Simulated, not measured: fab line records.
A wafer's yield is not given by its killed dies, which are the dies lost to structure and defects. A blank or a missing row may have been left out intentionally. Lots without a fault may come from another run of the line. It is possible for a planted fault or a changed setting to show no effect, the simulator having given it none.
Struck lot and sound lot, side by side	flow sky130	15 steps out of a route of 708
Sound: these wafers, L378.2, L378.4, L378.6. Wafers struck: L371.1, L371.2, L371.3. The cause is named last.
For every step that has rows: the tool of each side, followed by ch and its chambers, followed by its first start. Under that, the readings that differ: sound wafers	struck wafers	difference of the means	sigmas: that difference in standard deviations of wafers without a fault.
alike: readings with means less than 2 such deviations apart, plus words and numbers identical on both sides. not compared: withheld readings, readings lacking a value on some wafer, bounds such as >300 that could conceal the same value, and numbers that have no deviation in the record and whose values overlap.
A row with sigmas, a row that says differs or no value, or rows on one side alone: a step with any of these is where the two part. When numbers do not overlap yet have no deviation, they are printed without sigmas and do not part them. A reading that every wafer of one side lacks parts them only if that side has two wafers or more.

first, 3 steps without rows for these wafers: SKY_LDD_LDN_EXPOSE_04 (exposes mask LDNTM, target cd 700 nm); SKY_LDD_LDN_PEB_05; SKY_LDD_LDN_DEVELOP_06 (develop time 60 s).
SKY_LDD_LDN_OVL_MEAS_07:
  sound on overlay-01, day 27 13:30; struck on overlay-02, day 25 15:24
  alike: LDD_LDN_OVL
then, 4 steps without rows for these wafers: SKY_LDD_LDN_IMPLANT_08; SKY_LDD_LDN_IMPLANT_09; SKY_LDD_LDN_IMPLANT_10; SKY_LDD_LDN_IMPLANT_11.
SKY_LDD_LDN_STRIP_12: strips in O2/N2.
  sound on plasmaAsher-02 ch 0,1, day 27 14:08; struck on plasmaAsher-02 ch 0,1, day 25 16:02
  alike: drypumpMotorCurrentA, oesProductAu, stripTimeToEndpointS
  not compared: rfHoursCounterH
SKY_LDD_LDN_TW_MEAS_13:
  sound on filmMetro-03, day 27 14:14; struck on filmMetro-01, day 25 16:08
  alike: LDD_LDN_TW
then, 2 steps without rows for these wafers: SKY_LDD_LDN_CLEAN_14 (cleans in SC1/SC2, time 150 s); SKY_SPACER_CVD_00 (deposits Si3N4 from DCS/NH3, target thk 43.1 nm, time 740 s).
SKY_SPACER_THK_MEAS_01:
  sound on filmMetro-01, day 27 15:33; struck on filmMetro-03, day 25 18:09
reading	sound	struck	difference	sigmas
SPACER_CVD_00_THK (nm)	42.6 42.8 42.6	45.7 45.4 45.2	+2.8	+7
SKY_SPACER_ETCHBACK_02: etches Si3N4 in CH3F/O2, stops on SiO2, time 46.7 s, target depth 45 nm.
  sound on rieDiel-03 ch 0,1, day 27 15:36; struck on rieDiel-01 ch 0,1,3, day 25 18:13
  alike: biasW, ch3fFlowSccm, drypumpMotorCurrentA, oesProductAu, throttleValvePct
  not compared: rfHoursCounterH
SKY_PAD_OPEN_PROBE_99:
  the record has rows for the sound wafers here (prober-01, day 49 02:58) and none for the struck ones

== WHERE THEY PART ==
Last at SKY_PAD_OPEN_PROBE_99 as far as this record goes, first at SKY_SPACER_THK_MEAS_01.

WHY: what the simulator had put in
Metrology matching offset: filmMetro-03, from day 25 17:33 on, at SKY_SPACER_THK_MEAS_01. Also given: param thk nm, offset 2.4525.
